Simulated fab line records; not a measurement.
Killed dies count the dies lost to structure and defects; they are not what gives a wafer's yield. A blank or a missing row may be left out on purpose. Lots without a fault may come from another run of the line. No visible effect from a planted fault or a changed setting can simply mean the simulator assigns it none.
Chamber matching ; flow sky130 ; SKY_CONTACT_ETCH_17 on rieDiel-03: 4 sister chambers
The step etches SiO2 in C4F8/O2/Ar, stops on Si3N4, target depth 340 nm. 16 wafers are shown with their chamber, then 8 later ones without.

## WAFERS PAIRED WITH THEIR CHAMBERS
wafer;chamber;oesProductAu (a.u.)
L388.1;2;0.890
L388.3;0;0.889
L388.6;0;0.894
L392.1;0;0.901
L392.3;1;0.890
L392.5;1;0.891
L402.2;2;0.890
L402.3;3;0.897
L402.4;0;0.887
L403.2;0;0.895
L403.4;1;0.889
L403.6;0;0.891
L404.3;3;0.890
L404.5;0;0.892
L404.6;1;0.905
L405.1;3;0.892

SIGNATURES (means of the wafers above)
reading;chamber 0;chamber 1;chamber 2;chamber 3;scatter within a chamber
oesProductAu;0.89271;0.89375;0.89000;0.89300;0.00518
Rule: for a wafer and a chamber, the distance is found by dividing, reading by reading, the gap between the wafer's reading and the chamber's mean by the reading's scatter, squaring, summing and taking the root. If the next closest chamber is less than 2 further off than the closest, the wafer can't be placed; otherwise it belongs to the closest. The scatter: take each reading less its chamber's mean, square it, sum over the shown wafers, divide by the number of wafers less the number of chambers, and take the root.

## WAFERS WHOSE CHAMBER IS MISSING
wafer;oesProductAu (a.u.)
L405.4;0.896
L405.5;0.885
L408.1;0.901
L408.2;0.894
L408.3;0.897
L410.2;0.888
L410.3;0.886
L410.5;0.882

## THE CHAMBER EACH PASSED THROUGH
wafer;from the rows above;in truth
L405.4;can't be placed: 1 or 3 or 0 or 2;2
L405.5;can't be placed: 2 or 0 or 3 or 1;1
L408.1;can't be placed: 1 or 3 or 0 or 2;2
L408.2;can't be placed: 1 or 3 or 0 or 2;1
L408.3;can't be placed: 1 or 3 or 0 or 2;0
L410.2;can't be placed: 2 or 0 or 3 or 1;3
L410.3;can't be placed: 2 or 0 or 3 or 1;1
L410.5;can't be placed: 2 or 0 or 3 or 1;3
Correctly placed: 0 of 8. Not placeable from these rows: 8 (in 8, the candidates include the true chamber). Placed wrongly: 0.
